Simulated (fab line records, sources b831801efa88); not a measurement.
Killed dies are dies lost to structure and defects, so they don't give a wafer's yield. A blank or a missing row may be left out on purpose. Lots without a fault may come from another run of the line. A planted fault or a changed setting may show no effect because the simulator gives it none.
fab line records | flow gf180mcu
record lots=15 wafers=42 last_day=33
route steps=602 shown VT_IMPLANT@121 DUAL_GATE@152 HV_LDD@195
lots that met no fault: from a run of the same line without faults
start_h: hours from the record's first day to the start of the lot's first wafer shown | wait_h: hours since the lot's step before | " the same as in the row above | L1.1+2: a row that stands for several wafers | - no value, or no start given | * or withheld: withheld | < > ~ a bound
route shown NAME@n: a module of which the file shows steps, and the number in the route of the first | usual: mean/standard deviation of fault-free wafers | same: alike in all rows | chamber/n: place in a boat | sites: the reading at each site | _std_site: their standard deviation | _edge_site: outer sites' mean less inner sites' | radius_mm: how far each site lies from the wafer's centre | mask NAME#n: copy n | behind: the tool/chamber that last shaped the wafer | hold: why the lot was held/for how many hours/how that ended | device: the transistor (n, p or np) that didn't switch | end of line: the same wafers' tests at the end of the route | a step without rows: its recipe alone | killed: dies lost to structure and defects at the first sort, not the wafer's yield | map: a wafer's dies, x killed, . not, _ none there
set.NAME: the setting as run; set.NAME@STEP: as run at that earlier step | model.NAME: the simulator's own value behind a step, which no gauge read
steps of the route over a sample of lots; a table a step, a row a wafer
services: from which hour (start_h, from the record's first day; less than 0 if before it) a tool's chamber was out of use, for how many hours, and why
## steps
# step GF_VT_IMPLANT_STRIP_31
# recipe chemistry=O2/N2 power_w=1400 pressure_mtorr=1500 platen_temp_c=250 o2_flow_sccm=3000 n2_flow_sccm=300 overash_fraction=0.5
# usual drypump_motor_current_A=5.8/0.48 heater_power_w=315/20 oes_product_au=0.716/0.0047 strip_time_to_endpoint_s=12.63/0.039
# columns lot.wafer tool chamber start_h wait_h drypump_motor_current_A heater_power_w oes_product_au rf_hours_counter_h strip_time_to_endpoint_s
L756.2 plasma_asher-04 0 141.93 0.1 6.2 335 0.718 2 12.65
L756.4 " 1 " " 4.9 302 0.714 - 12.64
L756.5 " 0 " " 6.3 328 0.714 - 12.66
L757.1 plasma_asher-01 0 148.64 0.1 5.9 277 0.719 51 12.66
L757.3 " 1 " " 5.8 345 0.721 - 12.63
L757.6 " 1 " " 5.8 346 0.706 - 12.66
L758.1 plasma_asher-03 0 154.63 0.1 6.0 311 0.719 52 12.63
L758.2 " 1 " " 5.8 329 0.723 52 12.66
L758.5 " 1 " " 5.8 324 0.719 - 12.63
L759.1 plasma_asher-01 0 160.39 0.1 6.0 286 0.714 52 12.59
L759.3 " 0 " " 6.0 281 0.721 - 12.60
L759.5 " 0 " " 5.9 282 0.710 - 12.63
L761.1 plasma_asher-04 1 175.58 0.1 4.9 298 0.707 6 12.64
L761.5 " 0 " " 6.3 333 0.714 - 12.64
L761.6 " 1 " " 4.9 298 0.707 - 12.67
L763.3 plasma_asher-03 0 185.28 0.1 6.0 302 0.718 - 12.62
L763.5 " 0 " " 6.0 312 0.703 - 12.58
L763.6 " 1 " " 5.8 331 0.723 - 12.58
L765.2 plasma_asher-03 1 200.59 0.1 5.8 327 0.718 57 12.71
L765.5 " 0 " " 6.0 316 0.713 - 12.68
L765.6 " 1 " " 5.8 329 0.718 - 12.69
L766.1 plasma_asher-03 1 204.38 0.1 5.8 332 0.713 57 12.62
L766.2 " 0 " " 6.0 306 0.713 57 12.63
L766.5 " 0 " " 6.0 311 0.723 - 12.64
L767.1 plasma_asher-01 1 216.64 0.1 5.8 336 0.714 59 12.64
L767.2 " 0 " " 6.0 276 0.716 59 12.62
L767.3 " 0 " " 5.9 277 0.720 - 12.64
L768.1 plasma_asher-04 1 220.39 0.1 4.9 294 0.718 10 12.62
L768.2 " 0 " " 6.2 322 0.716 10 12.62
L768.4 " 0 " " 6.3 320 0.712 - 12.62
L769.1 plasma_asher-01 1 224.88 0.1 5.8 350 0.720 60 12.59
L769.4 " 0 " " 5.9 276 0.721 - 12.59
L769.5 " 0 " " 6.0 284 0.718 - 12.60
L770.3 plasma_asher-04 1 232.03 0.1 4.9 296 0.720 - 12.59
L770.5 " 1 " " 4.9 297 0.720 - 12.60
L771.5 plasma_asher-04 0 239.16 0.1 6.3 333 0.716 - 12.63
L771.6 " 1 " " 5.0 300 0.722 - 12.65
L774.2 plasma_asher-04 0 258.94 0.1 6.2 333 0.724 15 12.61
L774.3 " 1 " " 4.9 304 0.720 - 12.62
L777.3 plasma_asher-04 0 276.07 0.1 6.2 324 0.714 - 12.60
L777.4 " 1 " " 5.0 304 0.719 - 12.62
L777.5 " 1 " " 5.0 293 0.716 - 12.66
# step GF_DUAL_GATE_OVL_MEAS_11
# usual DUAL_GATE_OVL=0.4/1.1
# columns lot.wafer tool chamber start_h wait_h DUAL_GATE_OVL[nm]
L756.2 overlay-02 - 177.26 0.1 0.9
L756.4 " - " " 1.8
L756.5 " - " " -0.2
L757.1 overlay-02 - 183.80 0.1 2.1
L757.3 " - " " 0.8
L757.6 " - " " 2.0
L758.1 overlay-02 - 190.55 0.1 1.7
L758.2 " - " " 0.2
L758.5 " - " " -0.4
L759.1 overlay-02 - 196.81 0.1 0.5
L759.3 " - " " 0.2
L759.5 " - " " 0.4
L761.1 overlay-01 - 212.51 0.1 0.4
L761.5 " - " " -1.2
L761.6 " - " " 0.7
L763.3 overlay-02 - 222.32 0.1 0.7
L763.5 " - " " 0.6
L763.6 " - " " -0.7
L765.2 overlay-01 - 237.71 0.1 -0.9
L765.5 " - " " 3.0
L765.6 " - " " 1.6
L766.1 overlay-02 - 241.76 0.1 -1.2
L766.2 " - " " -1.2
L766.5 " - " " 1.3
L767.1 overlay-01 - 256.16 0.1 1.0
L767.2 " - " " 2.0
L767.3 " - " " -1.1
L768.1 overlay-02 - 263.36 0.1 1.3
L768.2 " - " " 0.0
L768.4 " - " " 1.7
L769.1 overlay-01 - 265.86 0.1 0.4
L769.4 " - " " 1.4
L769.5 " - " " -0.8
L770.3 overlay-01 - 271.72 0.1 0.4
L770.5 " - " " 0.1
L771.5 overlay-01 - 279.13 0.0 -0.5
L771.6 " - " " -1.4
L774.2 overlay-01 - 301.11 0.1 -1.6
L774.3 " - " " -1.3
L777.3 overlay-01 - 318.86 0.1 2.2
L777.4 " - " " 0.5
L777.5 " - " " 1.2
# step GF_HV_LDD_CD_MEAS_19
# recipe target_cd_nm=400
# usual cd_nm=399.6/2.3
# columns lot.wafer tool chamber start_h wait_h cd_nm
L756.2 cd_sem-02 - 235.21 0.1 403.8
L756.4 " - " " 406.0
L756.5 " - " " 406.7
L757.1 cd_sem-01 - 241.14 0.1 398.2
L757.3 " - " " 401.4
L757.6 " - " " 400.5
L758.1 cd_sem-02 - 250.04 0.1 398.4
L758.2 " - " " 396.9
L758.5 " - " " 399.5
L759.1 cd_sem-02 - 254.94 0.1 399.5
L759.3 " - " " 400.5
L759.5 " - " " 398.0
L761.1 cd_sem-01 - 273.04 0.1 397.4
L761.5 " - " " 394.9
L761.6 " - " " 397.7
L763.3 cd_sem-02 - 286.34 0.1 402.8
L763.5 " - " " 402.0
L763.6 " - " " 402.5
L765.2 cd_sem-02 - 304.11 0.1 400.2
L765.5 " - " " 401.8
L765.6 " - " " 401.4
L766.1 cd_sem-01 - 305.74 0.1 398.3
L766.2 " - " " 398.0
L766.5 " - " " 400.7
L767.1 cd_sem-01 - 322.89 0.1 398.8
L767.2 " - " " 398.2
L767.3 " - " " 398.7
L768.1 cd_sem-01 - 328.64 0.1 398.6
L768.2 " - " " 401.1
L768.4 " - " " 401.3
L769.1 cd_sem-02 - 331.90 0.1 400.8
L769.4 " - " " 398.6
L769.5 " - " " 396.8
L770.3 cd_sem-01 - 341.29 0.1 397.1
L770.5 " - " " 398.3
L771.5 cd_sem-02 - 349.13 0.1 398.8
L771.6 " - " " 398.1
L774.2 cd_sem-02 - 371.62 0.1 400.6
L774.3 " - " " 400.9
L777.3 cd_sem-01 - 390.54 0.1 394.5
L777.4 " - " " 397.7
L777.5 " - " " 396.8
# step GF_HV_LDD_IMPLANT_21
# recipe species=BF2 energy_kev=25 dose_cm2=5e+13 tilt_deg=7
# usual beam_on_s=9.99/0.19 faraday_current_uA=282/5.3 tilt_deg=6.999/0.019
# columns lot.wafer tool chamber start_h wait_h beam_on_s faraday_current_uA tilt_deg
L756.2 implanter-03 0 235.37 0.0 10.13 278 6.996
L756.4 " 0 " " 9.80 288 7.013
L756.5 " 0 " " 9.89 284 7.015
L757.1 implanter-01 0 241.30 0.0 9.59 291 6.964
L757.3 " 0 " " 9.62 291 6.976
L757.6 " 0 " " 9.90 284 6.969
L758.1 implanter-03 0 250.20 0.0 10.19 277 6.999
L758.2 " 0 " " 10.30 274 7.001
L758.5 " 0 " " 9.96 283 7.009
L759.1 implanter-02 0 255.10 0.0 9.74 289 6.953
L759.3 " 0 " " 9.85 287 6.966
L759.5 " 0 " " 10.19 277 6.980
L761.1 implanter-01 0 273.20 0.0 9.93 283 7.002
L761.5 " 0 " " 10.13 278 7.015
L761.6 " 0 " " 9.64 291 6.987
L763.3 implanter-03 0 286.51 0.1 9.38 299 6.986
L763.5 " 0 " " 10.00 283 6.993
L763.6 " 0 " " 9.91 284 6.991
L765.2 implanter-03 0 304.27 0.0 10.44 271 7.031
L765.5 " 0 " " 9.91 284 7.031
L765.6 " 0 " " 10.19 277 6.997
L766.1 implanter-01 0 305.90 0.0 10.03 282 6.998
L766.2 " 0 " " 9.91 285 7.020
L766.5 " 0 " " 10.16 276 6.994
L767.1 implanter-03 0 323.05 0.0 10.19 276 7.004
L767.2 " 0 " " 10.01 281 7.064
L767.3 " 0 " " 9.81 288 7.027
L768.1 implanter-03 0 328.80 0.0 10.10 280 6.991
L768.2 " 0 " " 10.22 274 6.961
L768.4 " 0 " " 10.05 281 7.003
L769.1 implanter-01 0 332.06 0.0 10.22 275 7.012
L769.4 " 0 " " 10.22 277 6.994
L769.5 " 0 " " 10.14 278 6.989
L770.3 implanter-01 0 341.46 0.1 9.84 287 6.998
L770.5 " 0 " " 7.61 369 7.004
L771.5 implanter-01 0 349.31 0.1 7.66 367 6.969
L771.6 " 0 " " 9.71 289 6.980
L774.2 implanter-01 0 371.78 0.0 7.85 359 7.019
L774.3 " 0 " " 9.66 291 7.019
L777.3 implanter-03 0 390.71 0.1 10.16 277 7.006
L777.4 " 0 " " 10.45 270 6.991
L777.5 " 0 " " 10.14 278 6.988
# step GF_HV_LDD_TW_MEAS_23
# usual HV_LDD_2_TW=1052/5.4
# columns lot.wafer tool chamber start_h wait_h HV_LDD_2_TW
L756.2 film_metro-02 - 235.61 0.1 1052
L756.4 " - " " 1046
L756.5 " - " " 1052
L757.1 film_metro-03 - 241.55 0.1 1049
L757.3 " - " " 1052
L757.6 " - " " 1048
L758.1 film_metro-02 - 250.45 0.1 1051
L758.2 " - " " 1050
L758.5 " - " " 1051
L759.1 film_metro-03 - 255.35 0.1 1047
L759.3 " - " " 1044
L759.5 " - " " 1044
L761.1 film_metro-03 - 273.45 0.1 1043
L761.5 " - " " 1053
L761.6 " - " " 1052
L763.3 film_metro-04 - 286.73 0.1 1061
L763.5 " - " " 1064
L763.6 " - " " 1057
L765.2 film_metro-04 - 304.51 0.1 1053
L765.5 " - " " 1051
L765.6 " - " " 1060
L766.1 film_metro-03 - 306.15 0.1 1053
L766.2 " - " " 1050
L766.5 " - " " 1048
L767.1 film_metro-02 - 323.30 0.1 1049
L767.2 " - " " 1049
L767.3 " - " " 1052
L768.1 film_metro-03 - 329.05 0.1 1053
L768.2 " - " " 1052
L768.4 " - " " 1054
L769.1 film_metro-02 - 332.31 0.1 1044
L769.4 " - " " 1046
L769.5 " - " " 1047
L770.3 film_metro-03 - 341.68 0.1 1053
L770.5 " - " " 966
L771.5 film_metro-02 - 349.50 0.0 966
L771.6 " - " " 1047
L774.2 film_metro-04 - 372.02 0.1 968
L774.3 " - " " 1052
L777.3 film_metro-04 - 390.93 0.1 1057
L777.4 " - " " 1062
L777.5 " - " " 1066
## services
# columns tool chamber start_h hours kind
implanter-01 - 117.94 1.1 repair
implanter-01 - 119.71 12.5 repair
implanter-03 - 129.68 1.7 repair
implanter-02 - 135.17 5.1 repair
implanter-03 - 152.74 6.0 repair
implanter-03 - 169.54 2.3 repair
implanter-02 - 179.69 1.1 repair
implanter-01 - 183.09 2.7 pm
plasma_asher-04 - 192.74 7.2 pm
plasma_asher-01 - 207.17 0.4 repair
plasma_asher-03 - 209.87 7.9 repair
implanter-02 - 233.29 1.2 repair
plasma_asher-01 - 235.80 19.2 repair
implanter-01 - 250.47 0.7 repair
implanter-02 - 268.03 0.6 repair
implanter-02 - 305.85 0.7 repair
implanter-02 - 317.33 1.8 repair
plasma_asher-01 - 319.44 1.3 repair
plasma_asher-04 - 354.91 0.9 repair
implanter-03 - 380.24 5.6 pm
## key
first_sign step=GF_HV_LDD_IMPLANT_21 reading=faraday_current_uA direction=up sigmas=16 usual=282 struck=365
effect step=GF_HV_LDD_IMPLANT_21 reading=beam_on_s direction=down sigmas=12 usual=9.99 struck=7.70
effect step=GF_HV_LDD_TW_MEAS_23 reading=HV_LDD_2_TW direction=down sigmas=16 usual=1052 struck=966
met_at GF_HV_LDD_IMPLANT_21
struck_lots L770,L771,L774
struck_wafers L770.5,L771.5,L774.2
sort_left_out L771.5,L774.2
tester_left_out L770,L771,L774
not_acting_at GF_VT_IMPLANT_STRIP_31,GF_DUAL_GATE_OVL_MEAS_11,GF_HV_LDD_CD_MEAS_19
onset_between 332.06 341.46
fault kind=process_parameter_drift tool=implanter-01 chamber=- onset_h=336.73 steps=GF_HV_LDD_IMPLANT_21 channel=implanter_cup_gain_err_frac offset=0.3 shape=step end_h=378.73 scope=struck_wafers_only
# tester_left_out: of these lots the tester's yield and bins aren't shown, on N5 and GAA mostly nor the transistor test; their killed dies are dies lost to structure and defects alone, not to doping, threshold or leakage, so they don't give the yield
# sort_left_out: the simulated sort isn't trusted on such a fault, so these wafers' sort isn't shown, and their yield isn't known
